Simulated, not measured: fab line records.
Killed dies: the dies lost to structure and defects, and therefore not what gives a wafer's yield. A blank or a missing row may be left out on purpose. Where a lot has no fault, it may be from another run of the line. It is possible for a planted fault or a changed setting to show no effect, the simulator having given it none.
A lot that was struck, set against a sound lot :: flow gf180mcu :: 15 steps out of a route of 602
Sound: the wafers L474.1, L474.5, L474.6. The struck wafers were L462.1, L462.2, L462.5. The cause comes at the end.
Each step with rows lists, per side, the tool, then ch with its chambers, then its first start. Under that, the readings that differ: sound wafers :: struck wafers :: difference of the means :: sigmas: that difference in standard deviations of wafers without a fault.
alike: readings with means less than 2 such deviations apart, plus words and numbers identical on both sides. not compared: withheld readings, readings lacking a value on some wafer, bounds such as >300 that could conceal the same value, and numbers that have no deviation in the record and whose values overlap.
The two part at a step that has a row with sigmas, a row that says differs or no value, or rows on one side only. When numbers do not overlap yet have no deviation, they are printed without sigmas and do not part them. Lack of a reading on every wafer of one side parts them only where that side has two or more wafers.

first, 2 steps without rows for these wafers: GF_V5_STRIP_19 (strips in post etch residue remover, time 1200 s); GF_V5_CLEAN_20 (cleans in DIW).
GF_V5_SPUTTER_21: material Ti, target thk 15 nm, time 80.02 s.
  struck on pvd-sputter-04, day 29 11:56; sound on pvd-sputter-03, day 32 22:02
  alike: cathode-dc-power-W, chamber-pressure-pa, throttle-valve-pct
then, 1 step without rows for these wafers: GF_V5_SPUTTER_22 (material TiN, target thk 10 nm, time 40 s).
GF_V5_CVD_23: deposits W, target thk 350 nm, time 104.9 s.
  sound on cvd-w-01 ch 0,1, day 32 22:08; struck on cvd-w-02 ch 0,1, day 29 12:02
  alike: heater-power-w
GF_V5_RS_MEAS_24: a four-point-probe measurement.
  struck on film-metro-02, day 29 12:08; sound on film-metro-02, day 32 22:15
  alike: V5_W_RS
GF_V5_THK_MEAS_25: measures by xrf.
  struck on film-metro-02, day 29 12:16; sound on film-metro-02, day 32 22:22
  alike: V5_W_THK
GF_V5_CMP_26: polishes, stops on SiO2, t overpolish 15 s, target thk 0 nm.
  sound on cmp-01 ch 0,3, day 32 22:50; struck on cmp-02 ch 0,1,2, day 29 12:23
reading: time-to-endpoint-s (s)
sound: 76 79 86
struck: 88 92 93
difference: +11
sigmas: +2
  alike: motor-current-A, overpolish-run-s
GF_TOP_METAL_SPUTTER_00: material Ti, target thk 37.5 nm, time 150 s.
  struck on pvd-sputter-01, day 29 12:39; sound on pvd-sputter-04, day 32 23:08
reading: cathode-dc-power-W (W)
sound: 4000.3 4001.0 4001.1
struck: 3998.2 3999.2 3999.4
difference: -1.9
sigmas: -2
  alike: chamber-pressure-pa, throttle-valve-pct
then, 2 steps without rows for these wafers: GF_TOP_METAL_SPUTTER_01 (material TiN, target thk 30 nm, time 25 s); GF_TOP_METAL_SPUTTER_02 (material AlCu, target thk 900 nm, time 47.82 s).
GF_TOP_METAL_SPUTTER_03: material Ti, target thk 5 nm, time 3.3 s.
  struck on pvd-sputter-01, day 29 12:49; sound on pvd-sputter-04, day 32 23:19
  alike: cathode-dc-power-W, chamber-pressure-pa, throttle-valve-pct
GF_TOP_METAL_SPUTTER_04: material TiN, target thk 25 nm, time 20.8 s.
  struck on pvd-sputter-01, day 29 12:50; sound on pvd-sputter-04, day 32 23:20
  no value came back on the struck wafers for cathode-dc-power-W (W), chamber-pressure-pa (Pa), throttle-valve-pct (%); on the sound wafers cathode-dc-power-W (W) reads 6499.9 6499.3 6500.6
GF_TOP_METAL_THK_MEAS_06: measures by xrf.
  struck on film-metro-02, day 29 12:59; sound on film-metro-02, day 32 23:29
reading: TOP_METAL_ALCU_THK (nm)
sound: 941 929 920
struck: 953 965 959
difference: +29
sigmas: +2
then, 1 step without rows for these wafers: GF_TOP_METAL_DEHYDRATE_07 (time 60 s).

WHERE THEY PART
At GF_V5_CMP_26 first; at GF_TOP_METAL_THK_MEAS_06 last (within this record only).

WHY: the cause the simulator had injected
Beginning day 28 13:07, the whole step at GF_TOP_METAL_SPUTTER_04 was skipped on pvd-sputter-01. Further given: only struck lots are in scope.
